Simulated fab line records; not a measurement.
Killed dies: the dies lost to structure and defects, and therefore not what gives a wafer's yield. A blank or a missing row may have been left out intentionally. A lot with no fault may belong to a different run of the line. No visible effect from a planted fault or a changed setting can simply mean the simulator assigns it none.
Which of the tools did it? | flow gf180mcu | 13 lots, 39 wafers sampled, at 4 steps of a route of 602

== WHAT EACH GAUGE READ, for each wafer ==
GF_PSD_CD_MEAS_07: the cd target is 400 nm. Usual: cd-nm 400.0 nm, standard deviation 2.3.
lot  | measured     | on        | cd-nm (nm)        | flag
L493 | day 14 01:58 | cd-sem-01 | 399.6 397.6 398.5 |
L495 | day 14 22:34 | cd-sem-01 | 404.4 404.9 404.3 |
L496 | day 15 03:41 | cd-sem-01 | 399.2 400.6 400.7 |
L497 | day 15 15:55 | cd-sem-01 | 403.4 401.7 399.5 |
L499 | day 16 10:02 | cd-sem-01 | 399.3 396.4 400.1 |
L501 | day 16 22:12 | cd-sem-02 | 402.7 403.1 402.8 |
L502 | day 17 14:41 | cd-sem-01 | 398.0 400.2 395.8 |
L504 | day 18 01:40 | cd-sem-01 | 402.0 400.7 399.8 |
L506 | day 18 18:46 | cd-sem-02 | 398.0 397.8 397.7 |
L507 | day 19 07:58 | cd-sem-02 | 399.4 399.6 397.6 |
L508 | day 19 14:13 | cd-sem-02 | 398.0 399.2 402.0 |
L509 | day 20 06:32 | cd-sem-01 | 398.6 398.8 400.9 |
L516 | day 22 05:31 | cd-sem-01 | 400.9 400.1 399.2 |

GF_CONTACT_CD_MEAS_14: the cd target is 220 nm. Usual: cd-nm 220.0 nm, standard deviation 1.4.
lot  | measured     | on        | cd-nm (nm)        | flag
L493 | day 15 23:05 | cd-sem-01 | 222.8 223.7 222.8 |
L495 | day 16 21:19 | cd-sem-02 | 219.0 218.8 219.4 |
L496 | day 17 02:39 | cd-sem-02 | 218.8 221.0 219.3 |
L497 | day 17 14:56 | cd-sem-02 | 221.1 221.8 221.7 |
L499 | day 18 10:44 | cd-sem-02 | 221.5 221.2 221.4 |
L501 | day 18 23:53 | cd-sem-02 | 220.6 220.3 220.8 |
L502 | day 19 17:13 | cd-sem-01 | 220.2 220.6 220.2 |
L504 | day 20 03:28 | cd-sem-01 | 220.1 219.5 221.8 |
L506 | day 20 20:46 | cd-sem-02 | 217.5 216.8 217.3 |
L507 | day 21 10:22 | cd-sem-02 | 218.0 219.3 218.3 |
L508 | day 21 16:05 | cd-sem-01 | 221.7 220.9 218.8 |
L509 | day 22 08:05 | cd-sem-01 | 194.7 195.8 194.1 | OFF
L516 | day 24 04:59 | cd-sem-02 | 219.4 218.5 218.7 |

== EACH LOT AND THE TOOL THAT RAN IT (in order: tool; ch and the chambers of the sampled wafers; start) ==
lot  | GF_SALICIDE_RTA_06               | GF_CONTACT_EXPOSE_11
L493 | rtp-anneal-02 ch 0, day 15 00:13 | krf-scanner-02 ch 0, day 15 11:57
L495 | rtp-anneal-01 ch 0, day 15 22:12 | krf-scanner-01 ch 0, day 16 10:31
L496 | rtp-anneal-02 ch 0, day 16 03:00 | krf-scanner-02 ch 0, day 16 16:00
L497 | rtp-anneal-02 ch 0, day 16 15:00 | krf-scanner-01 ch 0, day 17 03:06
L499 | rtp-anneal-01 ch 0, day 17 10:09 | krf-scanner-02 ch 0, day 17 22:57
L501 | rtp-anneal-01 ch 0, day 17 23:14 | krf-scanner-02 ch 0, day 18 12:28
L502 | rtp-anneal-01 ch 0, day 18 15:43 | krf-scanner-02 ch 0, day 19 04:30
L504 | rtp-anneal-01 ch 0, day 19 02:15 | krf-scanner-02 ch 0, day 19 15:38
L506 | rtp-anneal-01 ch 0, day 19 19:59 | krf-scanner-01 ch 0, day 20 08:46
L507 | rtp-anneal-01 ch 0, day 20 09:18 | krf-scanner-02 ch 0, day 20 22:49
L508 | rtp-anneal-02 ch 0, day 20 15:52 | krf-scanner-02 ch 0, day 21 04:56
L509 | rtp-anneal-02 ch 0, day 21 08:10 | krf-scanner-02 ch 0, day 21 20:56
L516 | rtp-anneal-01 ch 0, day 23 05:45 | krf-scanner-02 ch 0, day 23 18:07
- GF_SALICIDE_RTA_06: time 30 s.
- GF_CONTACT_EXPOSE_11: exposes mask Contact, target cd 220 nm.

== WHAT THE TOOLS THEMSELVES READ (means of the sampled wafers that have a number; where no wafer has one, the mark that the record gives instead) ==
GF_SALICIDE_RTA_06. Usual: lamp-power-pct 6.50 %, standard deviation 0.29; wafer_temp_C_max 532.1, standard deviation 0.48.
lot  | tool          | lamp-power-pct (%) | wafer_temp_C_max | flag
L493 | rtp-anneal-02 | 6.89               | 532.5            |
L495 | rtp-anneal-01 | 6.28               | 532.1            |
L496 | rtp-anneal-02 | 6.88               | 531.7            |
L497 | rtp-anneal-02 | 6.88               | 532.3            |
L499 | rtp-anneal-01 | 6.27               | 532.3            |
L501 | rtp-anneal-01 | 6.28               | 532.3            |
L502 | rtp-anneal-01 | 6.28               | 532.0            |
L504 | rtp-anneal-01 | 6.28               | 532.1            |
L506 | rtp-anneal-01 | 6.28               | 532.0            |
L507 | rtp-anneal-01 | 6.28               | 531.9            |
L508 | rtp-anneal-02 | 6.89               | 532.5            |
L509 | rtp-anneal-02 | 6.88               | 532.1            |
L516 | rtp-anneal-01 | 6.28               | 531.5            |

GF_CONTACT_EXPOSE_11. Usual: stage-vel-mm-s 500.04 mm/s, standard deviation 0.21.
lot  | tool           | stage-vel-mm-s (mm/s) | flag
L493 | krf-scanner-02 | 499.90                |
L495 | krf-scanner-01 | 500.09                |
L496 | krf-scanner-02 | 499.93                |
L497 | krf-scanner-01 | 499.97                |
L499 | krf-scanner-02 | 500.19                |
L501 | krf-scanner-02 | 499.99                |
L502 | krf-scanner-02 | 499.96                |
L504 | krf-scanner-02 | 499.96                |
L506 | krf-scanner-01 | 499.88                |
L507 | krf-scanner-02 | 500.13                |
L508 | krf-scanner-02 | 500.05                |
L509 | krf-scanner-02 | 500.27                |
L516 | krf-scanner-02 | 500.02                |

== THE ANSWER, worked out from the rows above alone ==
Rule: a lot counts as off when the mean over its wafers that have a number is more than 3 standard deviations away from the usual mean. A lot without any number at a reading at which 4 lots or more have one is off too. The other lots that the step has rows for count as sound. After the gauges, taken in route order, come the tools' own readings; for these a lot's mean is taken, as printed above. At the first step where some lot is off, the reading lying furthest off is the one used; lots without a number count as furthest.
Off: L509 (GF_CONTACT_CD_MEAS_14, cd-nm).
If a tool, at a process step before that reading, ran all the lots that are off and no sound lot after the first of them, it fits. Gauges at GF_CONTACT_CD_MEAS_14: tried the same way as those tools. Can't be told from this: 2 tools fit, rtp-anneal-02 at GF_SALICIDE_RTA_06, cd-sem-01 at GF_CONTACT_CD_MEAS_14.

== WHAT THE SIMULATOR PUT IN ==
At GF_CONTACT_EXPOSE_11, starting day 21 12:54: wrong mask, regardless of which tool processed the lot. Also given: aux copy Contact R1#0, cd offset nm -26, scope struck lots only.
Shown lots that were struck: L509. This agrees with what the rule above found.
